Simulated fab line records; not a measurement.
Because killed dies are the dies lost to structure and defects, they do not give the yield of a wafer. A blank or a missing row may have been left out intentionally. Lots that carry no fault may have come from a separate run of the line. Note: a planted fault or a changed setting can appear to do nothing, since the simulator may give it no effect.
2 desks looking at one fault | flow sky130 | only its own numbers are on each desk; what lay behind them is given at the end

## THE METROLOGY DESK
Means of the sampled wafers that have a number, per lot and without regard to the tool the lot ran on: this is what the gauges read. If a lot's mean is further than 4 standard deviations from the usual mean, the lot is out of limits and carries the mark OUT (the distance appears in the brackets).
Columns: A = VT_ADJUST_NCORE_OVL at SKY_VT_ADJUST_NCORE_OVL_MEAS_08, usual -0.2 nm; B = CONTACT_HDPCVD_THK at SKY_CONTACT_THK_MEAS_03, usual 564 nm; C = CONTACT_W_THK at SKY_CONTACT_THK_MEAS_26, usual 348 nm
lot  | first seen here | A                       | B   | C
L349 | day 8 13:00     | -0.9                    | 566 | 350
L351 | day 9 10:31     | -0.6                    | 567 | 345
L352 | day 9 20:05     | -2.1                    | 562 | 342
L354 | day 10 02:36    | -0.8                    | 566 | 348
L353 | day 10 04:47    | 0.1                     | 558 | 342
L357 | day 10 23:41    | -0.6                    | 563 | 344
L362 | day 12 11:05    | 155.1 (+99 or more) OUT | 565 | 353
L363 | day 12 17:59    | 155.5 (+99 or more) OUT | 567 | 347
L366 | day 13 12:48    | 0.7                     | 569 | 350
L368 | day 14 05:34    | -0.7                    | 567 | 346
L369 | day 14 10:37    | -0.8                    | 561 | 351
L372 | day 15 12:25    | -1.8                    | 563 | 345
Per this desk, out of limits: L362, L363; the first was L362, day 12 11:05 (VT_ADJUST_NCORE_OVL at SKY_VT_ADJUST_NCORE_OVL_MEAS_08). L349, L351, L352, L354, L353, L357, L366, L368, L369, L372 stayed within limits.

## THE TOOL OWNER'S DESK: iline stepper-01
The tool's own readings at SKY_VT_ADJUST_NCORE_EXPOSE_04 (exposes mask LVTN COMPLEMENT THIN, target cd 380 nm): means of the sampled wafers that have a number, for each lot that ran on this tool. If a lot's mean is further than 4 standard deviations from the usual mean, the lot is out of limits and carries the mark OUT (the distance appears in the brackets).
Columns: A = stage vel mm s at SKY_VT_ADJUST_NCORE_EXPOSE_04, usual 499.96 mm/s
lot  | first seen here | A
L357 | day 10 12:25    | 499.88
L362 | day 11 22:50    | 499.94
L363 | day 12 05:57    | 499.86
This desk found nothing out of limits on any of the 3 lots.

## PUT TOGETHER
An alarm was possible from the metrology desk at day 12 11:05, on L362, L363.
Nothing out of limits was seen by the tool owner's desk.
On record at the tool owner's desk: L362, L363, within its limits.
Of the lots named, all ran SKY_VT_ADJUST_NCORE_EXPOSE_04 on iline stepper-01.

## WHAT THE SIMULATOR HAD PUT IN
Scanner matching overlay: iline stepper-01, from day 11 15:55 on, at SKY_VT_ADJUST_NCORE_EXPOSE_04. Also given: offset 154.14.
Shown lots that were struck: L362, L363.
Delay in hours, fault start to first out-of-limits reading, per desk: metrology desk 19.
